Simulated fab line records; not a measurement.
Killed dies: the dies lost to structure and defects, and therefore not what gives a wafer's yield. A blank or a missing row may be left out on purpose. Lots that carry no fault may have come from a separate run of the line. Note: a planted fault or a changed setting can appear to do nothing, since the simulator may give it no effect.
fab line records	flow gf180mcu
record: lots: 24	wafers: 72	last_day: 34
route steps=602 shown V1@351 V2@405 M3@409
lots untouched by any fault: they come from a run of this same line in which no faults occurred
start_h: hours from the record's opening day to when the first of the lot's shown wafers began	wait_h: hours since the lot's step before	" unchanged from the row above	L1.1+2: a single row standing in for several wafers	- either no value or no given start	* or withheld: withheld	< > ~ a bound
route shown NAME@n: a module of which the file shows steps, and the number in the route of the first	usual: mean/standard deviation taken from wafers without a fault	same: alike in all rows	chamber/n: place in a boat	sites: the reading at each site	_std_site: standard deviation across them	_edge_site: inner sites' mean taken away from outer sites' mean	radius_mm: how far each site lies from the wafer's centre	mask NAME#n: copy n	behind: the tool/chamber that last shaped the wafer	hold: cause of the lot's hold/its duration in hours/its outcome	device: transistor that didn't switch, given as n, p or np	end of line: at the end of the route, the tests of the same wafers	where a step has no rows: the recipe by itself	killed: dies that structure and defects cost at the first sort, which is not the same as the wafer's yield	map: a wafer's dies, marking killed ones x, the rest . and places with no die _
set.NAME: the run value of the setting; set.NAME@STEP: its run value at that earlier step	model.NAME: the simulator's own value behind a step, which no gauge read
a sample of lots followed through the steps of the route, with each step as a table and each wafer as a row
services: from which hour (start_h, from the record's first day; less than 0 if before it) a tool's chamber was out of use, for how many hours, and why
== steps ==
step: GF_V1_ETCH_16
recipe: chemistry: N2/H2	target_depth_a: withheld	overetch_a: withheld	time_s: withheld	target: BARC	ion_energy_ev: 200	source_w: 500	bias_w: 100	pressure_mtorr: 30	n2_flow_sccm: 100	h2_flow_sccm: 200
usual: chamber_pressure_mTorr: 30.001/0.029	drypump_motor_current_A: 5.7/0.37	oes_product_au: 0.854/0.0047	rf_fwd_power_W: 494.9/2	throttle_valve_pct: 13.224/0.0087
lot.wafer	tool	chamber	start_h	wait_h	chamber_pressure_mTorr	drypump_motor_current_A	oes_product_au	rf_fwd_power_W	throttle_valve_pct
L074.3	rie_diel-03	1	417.31	0.0	29.966	5.3	0.863	497.0	13.215
L074.5	"	1	"	"	29.978	5.2	0.860	496.8	13.226
L074.6	"	2	"	"	30.020	5.6	0.859	497.3	13.213
L075.1	rie_diel-04	2	421.06	0.0	30.036	6.5	0.857	495.4	13.227
L075.2	"	0	"	"	30.008	5.8	0.852	494.2	13.216
L075.5	"	2	"	"	29.987	6.5	0.852	496.9	13.217
L076.1	rie_diel-01	0	433.91	0.0	29.985	5.9	0.852	497.4	13.228
L076.2	"	3	"	"	29.991	5.4	0.844	492.5	13.225
L076.5	"	1	"	"	29.991	5.7	0.850	495.0	13.225
L077.1	rie_diel-04	2	438.86	0.0	29.976	6.5	0.864	495.7	13.230
L077.3	"	3	"	"	30.043	5.3	0.858	494.4	13.216
L077.5	"	0	"	"	30.017	5.8	0.864	494.3	13.214
L078.2	rie_diel-01	1	447.13	0.0	29.989	5.7	0.853	493.7	13.234
L078.3	"	3	"	"	29.990	5.4	0.862	491.2	13.228
L078.5	"	1	"	"	29.991	5.7	0.849	492.1	13.224
L079.1	rie_diel-01	3	457.41	0.0	29.952	5.4	0.849	491.8	13.229
L079.3	"	0	"	"	30.002	6.0	0.863	498.9	13.209
L079.6	"	1	"	"	29.962	5.7	0.853	494.7	13.231
L080.2	rie_diel-01	1	466.73	0.0	30.022	5.7	0.857	492.6	13.224
L080.5	"	2	"	"	29.990	5.5	0.860	495.6	13.237
L080.6	"	1	"	"	30.030	5.7	0.856	495.7	13.225
L081.2	rie_diel-03	1	480.91	0.0	29.991	5.2	0.852	495.1	13.233
L081.4	"	3	"	"	29.998	5.9	0.859	495.1	13.209
L081.6	"	1	"	"	30.005	5.2	0.852	495.6	13.222
L082.1	rie_diel-03	3	492.38	0.0	29.967	5.9	0.857	493.9	13.222
L082.3	"	1	"	"	29.984	5.2	0.859	494.2	13.218
L082.6	"	2	"	"	30.041	5.5	0.854	495.3	13.223
L083.2	rie_diel-04	0	497.68	0.0	30.008	5.8	0.855	493.5	13.224
L083.3	"	3	"	"	29.984	5.3	0.851	494.1	13.214
L083.6	"	3	"	"	30.028	5.3	0.859	494.6	13.229
L084.4	rie_diel-01	0	503.81	0.0	29.981	6.0	0.855	498.0	13.218
L084.5	"	0	"	"	30.011	5.9	0.851	499.5	13.228
L084.6	"	3	"	"	30.016	5.4	0.854	491.2	13.238
L085.1	rie_diel-03	0	515.06	0.0	30.069	6.5	0.853	495.9	13.232
L085.3	"	3	"	"	29.999	5.8	0.851	498.2	13.220
L085.4	"	1	"	"	29.929	5.3	0.862	498.1	13.238
L086.1	rie_diel-04	1	523.93	0.0	30.023	5.6	0.859	494.6	13.232
L086.2	"	2	"	"	29.986	6.5	0.847	495.2	13.212
L086.3	"	0	"	"	29.977	5.8	0.848	492.3	13.243
L087.1	rie_diel-01	2	528.28	0.0	29.996	5.6	0.854	497.1	13.228
L087.3	"	0	"	"	29.992	6.0	0.852	497.2	13.219
L087.6	"	2	"	"	29.954	5.6	0.849	492.7	13.235
L088.4	rie_diel-03	1	541.58	0.0	29.996	5.2	0.853	497.2	13.220
L088.5	"	3	"	"	30.050	5.8	0.852	494.9	13.221
L088.6	"	2	"	"	29.997	5.5	0.847	494.1	13.227
L089.3	rie_diel-01	0	548.51	0.0	30.007	5.9	0.856	496.8	13.221
L089.4	"	0	"	"	30.039	6.0	0.860	496.8	13.220
L089.6	"	2	"	"	29.999	5.6	0.849	496.2	13.219
L090.2	rie_diel-03	1	558.18	0.0	29.983	5.3	0.855	496.0	13.233
L090.3	"	2	"	"	29.998	5.5	0.851	493.7	13.228
L090.6	"	1	"	"	29.977	5.3	0.849	495.6	13.230
L091.3	rie_diel-03	0	562.23	0.0	29.984	6.5	0.854	491.8	13.214
L091.5	"	3	"	"	29.961	5.9	0.863	494.4	13.221
L091.6	"	2	"	"	30.014	5.6	0.855	497.3	13.237
L092.3	rie_diel-01	0	568.61	0.0	30.012	5.9	0.860	498.6	13.223
L092.4	"	0	"	"	29.939	5.9	0.853	497.7	13.234
L092.6	"	1	"	"	30.054	5.7	0.851	495.0	13.207
L093.1	rie_diel-01	3	573.65	0.0	29.950	5.4	0.860	491.1	13.224
L093.5	"	3	"	"	30.003	5.5	0.851	490.6	13.223
L093.6	"	0	"	"	30.004	6.0	0.854	498.5	13.220
L094.1	rie_diel-04	0	583.30	0.0	29.997	5.8	0.855	494.0	13.222
L094.2	"	3	"	"	29.966	5.3	0.854	496.1	13.226
L094.4	"	2	"	"	30.049	6.5	0.863	493.2	13.221
L095.1	rie_diel-04	1	588.77	0.0	29.946	5.5	0.857	495.4	13.219
L095.4	"	3	"	"	30.068	5.3	0.858	494.3	13.218
L095.5	"	0	"	"	29.963	5.8	0.847	492.7	13.239
L096.2	rie_diel-03	2	598.12	0.0	29.999	5.5	0.850	494.7	13.230
L096.4	"	1	"	"	30.028	5.2	0.849	498.0	13.219
L096.5	"	2	"	"	30.039	5.5	0.854	492.2	13.222
L097.1	rie_diel-01	3	602.86	0.0	30.013	5.4	0.855	489.7	13.222
L097.2	"	2	"	"	30.019	5.6	0.852	495.7	13.227
L097.3	"	0	"	"	29.989	6.0	0.858	496.3	13.244
step: GF_V2_CVD_23
recipe: material: W	target_thk_nm: 350	time_s: 104.94	temp_c: 400	pressure_torr: 40
usual: heater_power_w: 870/130
lot.wafer	tool	chamber	start_h	wait_h	heater_power_w
L074.3	cvd_w-02	1	469.86	0.1	1079
L074.5	"	1	"	"	1049
L074.6	"	0	"	"	724
L075.1	cvd_w-01	1	473.32	0.0	773
L075.2	"	0	"	"	949
L075.5	"	1	"	"	772
L076.1	cvd_w-01	1	486.12	0.0	763
L076.2	"	0	"	"	963
L076.5	"	1	"	"	775
L077.1	cvd_w-02	0	491.67	0.0	711
L077.3	"	0	"	"	725
L077.5	"	0	"	"	735
L078.2	cvd_w-02	0	498.82	0.0	721
L078.3	"	0	"	"	740
L078.5	"	1	"	"	1055
L079.1	cvd_w-02	0	509.32	0.0	724
L079.3	"	0	"	"	716
L079.6	"	1	"	"	1039
L080.2	cvd_w-01	1	519.17	0.0	785
L080.5	"	0	"	"	926
L080.6	"	1	"	"	756
L081.2	cvd_w-01	0	531.72	0.0	965
L081.4	"	0	"	"	948
L081.6	"	1	"	"	765
L082.1	cvd_w-02	1	543.50	0.0	1036
L082.3	"	1	"	"	1073
L082.6	"	0	"	"	741
L083.2	cvd_w-01	0	546.57	0.0	948
L083.3	"	1	"	"	771
L083.6	"	0	"	"	931
L084.4	cvd_w-01	1	554.01	0.1	773
L084.5	"	0	"	"	931
L084.6	"	1	"	"	761
L085.1	cvd_w-02	0	564.77	0.0	734
L085.3	"	0	"	"	730
L085.4	"	0	"	"	700
L086.1	cvd_w-01	0	573.59	0.0	957
L086.2	"	1	"	"	779
L086.3	"	1	"	"	771
L087.1	cvd_w-01	0	577.03	0.0	960
L087.3	"	1	"	"	766
L087.6	"	0	"	"	967
L088.4	cvd_w-02	0	589.11	0.0	729
L088.5	"	0	"	"	699
L088.6	"	1	"	"	1063
L089.3	cvd_w-02	0	595.25	0.1	729
L089.4	"	1	"	"	1078
L089.6	"	1	"	"	1083
L090.2	cvd_w-01	1	605.36	0.0	787
L090.3	"	1	"	"	777
L090.6	"	1	"	"	772
L091.3	cvd_w-01	0	608.25	0.1	943
L091.5	"	1	"	"	778
L091.6	"	0	"	"	943
L092.3	cvd_w-01	1	615.75	0.1	758
L092.4	"	0	"	"	962
L092.6	"	1	"	"	771
L093.1	cvd_w-02	1	619.45	0.0	1067
L093.5	"	0	"	"	742
L093.6	"	1	"	"	1071
L094.1	cvd_w-02	0	628.57	0.0	729
L094.2	"	1	"	"	1019
L094.4	"	0	"	"	746
L095.1	cvd_w-02	1	635.13	0.0	1062
L095.4	"	1	"	"	1069
L095.5	"	1	"	"	1057
L096.2	cvd_w-01	0	644.01	0.0	986
L096.4	"	1	"	"	778
L096.5	"	1	"	"	783
L097.1	cvd_w-02	0	647.26	0.0	755
L097.2	"	1	"	"	1060
L097.3	"	0	"	"	722
step: GF_V2_THK_MEAS_25
recipe: thk_meas_gauge: xrf	reads: W_of_V2_CVD_23
usual: V2_W_THK: 351/3.6
lot.wafer	tool	chamber	start_h	wait_h	V2_W_THK[nm]
L074.3	film_metro-02	-	470.07	0.1	358
L074.5	"	-	"	"	357
L074.6	"	-	"	"	352
L075.1	film_metro-02	-	473.55	0.1	349
L075.2	"	-	"	"	348
L075.5	"	-	"	"	349
L076.1	film_metro-01	-	486.35	0.1	353
L076.2	"	-	"	"	357
L076.5	"	-	"	"	353
L077.1	film_metro-01	-	491.90	0.1	349
L077.3	"	-	"	"	353
L077.5	"	-	"	"	348
L078.2	film_metro-03	-	499.06	0.1	342
L078.3	"	-	"	"	344
L078.5	"	-	"	"	346
L079.1	film_metro-02	-	509.55	0.1	345
L079.3	"	-	"	"	350
L079.6	"	-	"	"	348
L080.2	film_metro-02	-	519.41	0.1	349
L080.5	"	-	"	"	350
L080.6	"	-	"	"	348
L081.2	film_metro-03	-	531.96	0.1	346
L081.4	"	-	"	"	346
L081.6	"	-	"	"	344
L082.1	film_metro-01	-	543.73	0.1	355
L082.3	"	-	"	"	358
L082.6	"	-	"	"	357
L083.2	film_metro-02	-	546.81	0.1	352
L083.3	"	-	"	"	352
L083.6	"	-	"	"	353
L084.4	film_metro-01	-	554.24	0.1	353
L084.5	"	-	"	"	355
L084.6	"	-	"	"	353
L085.1	film_metro-01	-	565.12	0.1	350
L085.3	"	-	"	"	353
L085.4	"	-	"	"	354
L086.1	film_metro-03	-	573.82	0.1	353
L086.2	"	-	"	"	359
L086.3	"	-	"	"	350
L087.1	film_metro-02	-	577.27	0.1	348
L087.3	"	-	"	"	347
L087.6	"	-	"	"	351
L088.4	film_metro-01	-	589.33	0.1	358
L088.5	"	-	"	"	354
L088.6	"	-	"	"	357
L089.3	film_metro-02	-	595.47	0.1	349
L089.4	"	-	"	"	347
L089.6	"	-	"	"	349
L090.2	film_metro-03	-	605.60	0.1	352
L090.3	"	-	"	"	353
L090.6	"	-	"	"	349
L091.3	film_metro-03	-	608.46	0.1	353
L091.5	"	-	"	"	350
L091.6	"	-	"	"	352
L092.3	film_metro-02	-	615.96	0.1	348
L092.4	"	-	"	"	349
L092.6	"	-	"	"	345
L093.1	film_metro-02	-	619.68	0.1	350
L093.5	"	-	"	"	349
L093.6	"	-	"	"	350
L094.1	film_metro-02	-	628.80	0.1	352
L094.2	"	-	"	"	351
L094.4	"	-	"	"	349
L095.1	film_metro-02	-	635.36	0.1	354
L095.4	"	-	"	"	350
L095.5	"	-	"	"	351
L096.2	film_metro-03	-	644.25	0.1	349
L096.4	"	-	"	"	348
L096.5	"	-	"	"	350
L097.1	film_metro-01	-	647.49	0.1	353
L097.2	"	-	"	"	352
L097.3	"	-	"	"	354
step: GF_M3_SPUTTER_00
recipe: material: Ti	target_thk_nm: 37.5	arriving_ion_energy_ev: 80	substrate_temp_c: 200	chamber_pressure_pa: 2	power_w: 4000	time_s: 150
usual: throttle_valve_pct: 30.1/0.96
lot.wafer	tool	chamber	start_h	wait_h	throttle_valve_pct
L074.3	pvd_sputter-02	-	470.41	0.1	29.6
L074.5	"	-	"	"	29.7
L074.6	"	-	"	"	29.8
L075.1	pvd_sputter-03	-	473.91	0.1	29.8
L075.2	"	-	"	"	28.7
L075.5	"	-	"	"	29.0
L076.1	pvd_sputter-02	-	486.71	0.2	31.7
L076.2	"	-	"	"	29.9
L076.5	"	-	"	"	29.2
L077.1	pvd_sputter-01	-	492.26	0.2	31.1
L077.3	"	-	"	"	31.4
L077.5	"	-	"	"	31.5
L078.2	pvd_sputter-03	-	499.41	0.1	28.5
L078.3	"	-	"	"	31.0
L078.5	"	-	"	"	28.7
L079.1	pvd_sputter-02	-	509.91	0.1	29.7
L079.3	"	-	"	"	31.5
L079.6	"	-	"	"	29.4
L080.2	pvd_sputter-02	-	519.76	0.2	29.6
L080.5	"	-	"	"	29.7
L080.6	"	-	"	"	29.5
L081.2	pvd_sputter-02	-	532.31	0.2	29.6
L081.4	"	-	"	"	29.7
L081.6	"	-	"	"	29.1
L082.1	pvd_sputter-01	-	544.17	0.1	31.0
L082.3	"	-	"	"	31.6
L082.6	"	-	"	"	29.2
L083.2	pvd_sputter-02	-	547.16	0.2	29.9
L083.3	"	-	"	"	31.5
L083.6	"	-	"	"	29.6
L084.4	pvd_sputter-02	-	554.57	0.1	29.3
L084.5	"	-	"	"	29.6
L084.6	"	-	"	"	31.6
L085.1	pvd_sputter-02	-	565.48	0.2	28.9
L085.3	"	-	"	"	29.9
L085.4	"	-	"	"	29.7
L086.1	pvd_sputter-02	-	574.20	0.2	31.6
L086.2	"	-	"	"	29.4
L086.3	"	-	"	"	29.1
L087.1	pvd_sputter-03	-	577.63	0.1	30.4
L087.3	"	-	"	"	28.8
L087.6	"	-	"	"	31.1
L088.4	pvd_sputter-02	-	589.71	0.1	31.5
L088.5	"	-	"	"	29.9
L088.6	"	-	"	"	28.9
L089.3	pvd_sputter-02	-	595.81	0.2	29.5
L089.4	"	-	"	"	31.6
L089.6	"	-	"	"	29.9
L090.2	pvd_sputter-01	-	605.95	0.1	29.5
L090.3	"	-	"	"	30.9
L090.6	"	-	"	"	29.3
L091.3	pvd_sputter-03	-	608.80	0.2	29.9
L091.5	"	-	"	"	28.8
L091.6	"	-	"	"	30.1
L092.3	pvd_sputter-01	-	616.30	0.1	31.1
L092.4	"	-	"	"	30.8
L092.6	"	-	"	"	31.6
L093.1	pvd_sputter-02	-	620.04	0.2	29.9
L093.5	"	-	"	"	31.5
L093.6	"	-	"	"	28.9
L094.1	pvd_sputter-02	-	629.16	0.1	29.5
L094.2	"	-	"	"	30.2
L094.4	"	-	"	"	31.6
L095.1	pvd_sputter-01	-	635.72	0.1	31.6
L095.4	"	-	"	"	31.1
L095.5	"	-	"	"	31.6
L096.2	pvd_sputter-02	-	644.60	0.2	29.8
L096.4	"	-	"	"	31.7
L096.5	"	-	"	"	29.9
L097.1	pvd_sputter-01	-	647.85	0.1	31.0
L097.2	"	-	"	"	29.3
L097.3	"	-	"	"	30.7
step: GF_M3_RS_MEAS_05
recipe: thk_meas_gauge: four-point-probe	reads: TiN_of_M3_SPUTTER_04+Ti_of_M3_SPUTTER_03+AlCu_of_M3_SPUTTER_02+TiN_of_M3_SPUTTER_01+Ti_of_M3_SPUTTER_00
usual: M3_ALCU_RS: 0.0694/0.00054
lot.wafer	tool	chamber	start_h	wait_h	M3_ALCU_RS[ohm/sq]
L074.3	film_metro-04	-	470.67	0.1	0.0700
L074.5	"	-	"	"	0.0703
L074.6	"	-	"	"	0.0688
L075.1	film_metro-03	-	474.13	0.0	0.0697
L075.2	"	-	"	"	0.0704
L075.5	"	-	"	"	0.0698
L076.1	film_metro-01	-	486.93	0.0	0.0708
L076.2	"	-	"	"	0.0699
L076.5	"	-	"	"	0.0695
L077.1	film_metro-03	-	492.48	0.0	0.0694
L077.3	"	-	"	"	0.0697
L077.5	"	-	"	"	0.0700
L078.2	film_metro-01	-	499.65	0.0	0.0692
L078.3	"	-	"	"	0.0697
L078.5	"	-	"	"	0.0687
L079.1	film_metro-01	-	510.14	0.0	0.0692
L079.3	"	-	"	"	0.0693
L079.6	"	-	"	"	0.0687
L080.2	film_metro-04	-	520.00	0.0	0.0689
L080.5	"	-	"	"	0.0688
L080.6	"	-	"	"	0.0686
L081.2	film_metro-03	-	532.55	0.0	0.0700
L081.4	"	-	"	"	0.0697
L081.6	"	-	"	"	0.0695
L082.1	film_metro-03	-	544.41	0.0	0.0701
L082.3	"	-	"	"	0.0704
L082.6	"	-	"	"	0.0695
L083.2	film_metro-04	-	547.41	0.0	0.0690
L083.3	"	-	"	"	0.0691
L083.6	"	-	"	"	0.0692
L084.4	film_metro-03	-	554.85	0.1	0.0698
L084.5	"	-	"	"	0.0692
L084.6	"	-	"	"	0.0703
L085.1	film_metro-03	-	565.70	0.0	0.0696
L085.3	"	-	"	"	0.0700
L085.4	"	-	"	"	0.0697
L086.1	film_metro-04	-	574.42	0.0	0.0689
L086.2	"	-	"	"	0.0690
L086.3	"	-	"	"	0.0683
L087.1	film_metro-01	-	577.85	0.0	0.0701
L087.3	"	-	"	"	0.0693
L087.6	"	-	"	"	0.0700
L088.4	film_metro-01	-	589.94	0.1	0.0688
L088.5	"	-	"	"	0.0689
L088.6	"	-	"	"	0.0691
L089.3	film_metro-04	-	596.07	0.1	0.0695
L089.4	"	-	"	"	0.0696
L089.6	"	-	"	"	0.0692
L090.2	film_metro-04	-	606.19	0.0	0.0692
L090.3	"	-	"	"	0.0694
L090.6	"	-	"	"	0.0693
L091.3	film_metro-01	-	609.06	0.1	0.0690
L091.5	"	-	"	"	0.0690
L091.6	"	-	"	"	0.0692
L092.3	film_metro-04	-	616.56	0.1	0.0689
L092.4	"	-	"	"	0.0687
L092.6	"	-	"	"	0.0692
L093.1	film_metro-01	-	620.26	0.0	0.0695
L093.5	"	-	"	"	0.0696
L093.6	"	-	"	"	0.0686
L094.1	film_metro-04	-	629.38	0.0	0.0689
L094.2	"	-	"	"	0.0689
L094.4	"	-	"	"	0.0687
L095.1	film_metro-03	-	635.94	0.0	0.0703
L095.4	"	-	"	"	0.0697
L095.5	"	-	"	"	0.0705
L096.2	film_metro-04	-	644.84	0.0	0.0696
L096.4	"	-	"	"	0.0701
L096.5	"	-	"	"	0.0691
L097.1	film_metro-04	-	648.07	0.0	0.0692
L097.2	"	-	"	"	0.0692
L097.3	"	-	"	"	0.0695
step: GF_M3_THK_MEAS_06
recipe: thk_meas_gauge: xrf	reads: AlCu_of_M3_SPUTTER_02
usual: M3_ALCU_THK: 450/4.1
lot.wafer	tool	chamber	start_h	wait_h	M3_ALCU_THK[nm]
L074.3	film_metro-04	-	470.77	0.1	448
L074.5	"	-	"	"	446
L074.6	"	-	"	"	456
L075.1	film_metro-03	-	474.25	0.1	450
L075.2	"	-	"	"	446
L075.5	"	-	"	"	446
L076.1	film_metro-01	-	487.05	0.1	438
L076.2	"	-	"	"	443
L076.5	"	-	"	"	448
L077.1	film_metro-03	-	492.60	0.1	449
L077.3	"	-	"	"	452
L077.5	"	-	"	"	448
L078.2	film_metro-01	-	499.76	0.1	447
L078.3	"	-	"	"	446
L078.5	"	-	"	"	451
L079.1	film_metro-01	-	510.26	0.1	448
L079.3	"	-	"	"	450
L079.6	"	-	"	"	448
L080.2	film_metro-04	-	520.11	0.1	455
L080.5	"	-	"	"	456
L080.6	"	-	"	"	455
L081.2	film_metro-03	-	532.66	0.1	447
L081.4	"	-	"	"	449
L081.6	"	-	"	"	448
L082.1	film_metro-03	-	544.53	0.1	445
L082.3	"	-	"	"	444
L082.6	"	-	"	"	451
L083.2	film_metro-04	-	547.52	0.1	451
L083.3	"	-	"	"	451
L083.6	"	-	"	"	448
L084.4	film_metro-03	-	554.94	0.1	450
L084.5	"	-	"	"	453
L084.6	"	-	"	"	447
L085.1	film_metro-03	-	565.82	0.1	452
L085.3	"	-	"	"	451
L085.4	"	-	"	"	449
L086.1	film_metro-04	-	574.54	0.1	452
L086.2	"	-	"	"	454
L086.3	"	-	"	"	457
L087.1	film_metro-01	-	577.97	0.1	445
L087.3	"	-	"	"	447
L087.6	"	-	"	"	445
L088.4	film_metro-01	-	590.03	0.1	454
L088.5	"	-	"	"	454
L088.6	"	-	"	"	449
L089.3	film_metro-04	-	596.17	0.1	449
L089.4	"	-	"	"	449
L089.6	"	-	"	"	450
L090.2	film_metro-04	-	606.30	0.1	454
L090.3	"	-	"	"	451
L090.6	"	-	"	"	456
L091.3	film_metro-01	-	609.16	0.1	451
L091.5	"	-	"	"	449
L091.6	"	-	"	"	448
L092.3	film_metro-04	-	616.66	0.1	456
L092.4	"	-	"	"	459
L092.6	"	-	"	"	453
L093.1	film_metro-01	-	620.38	0.1	447
L093.5	"	-	"	"	446
L093.6	"	-	"	"	453
L094.1	film_metro-04	-	629.50	0.1	455
L094.2	"	-	"	"	454
L094.4	"	-	"	"	457
L095.1	film_metro-03	-	636.06	0.1	443
L095.4	"	-	"	"	447
L095.5	"	-	"	"	444
L096.2	film_metro-04	-	644.95	0.1	448
L096.4	"	-	"	"	449
L096.5	"	-	"	"	453
L097.1	film_metro-04	-	648.19	0.1	451
L097.2	"	-	"	"	452
L097.3	"	-	"	"	450
== services ==
tool	chamber	start_h	hours	kind
rie_diel-04	2	394.57	5.3	repair
cvd_w-02	-	404.00	2.8	pm
rie_diel-03	-	405.32	1.6	repair
rie_diel-01	-	413.56	14.6	pm
cvd_w-02	-	423.42	0.6	repair
pvd_sputter-01	-	423.79	14.8	repair
rie_diel-01	-	431.93	1.4	repair
pvd_sputter-02	-	433.17	1.2	repair
rie_diel-03	-	455.65	15.6	pm
pvd_sputter-01	-	459.41	4.9	repair
rie_diel-01	-	483.47	17.3	repair
rie_diel-01	1	527.00	32.6	repair
pvd_sputter-02	-	540.59	3.0	repair
rie_diel-03	-	541.96	0.6	repair
rie_diel-03	3	553.54	5.7	repair
rie_diel-01	0	554.50	4.9	repair
cvd_w-02	1	564.72	4.3	repair
rie_diel-01	3	565.13	5.8	repair
pvd_sputter-02	-	578.17	2.2	repair
rie_diel-01	1	580.11	4.4	repair
cvd_w-01	-	584.02	14.6	pm
pvd_sputter-02	-	597.46	14.0	repair
rie_diel-01	0	620.30	9.3	repair
rie_diel-01	3	632.60	2.4	repair
== key ==
fault none
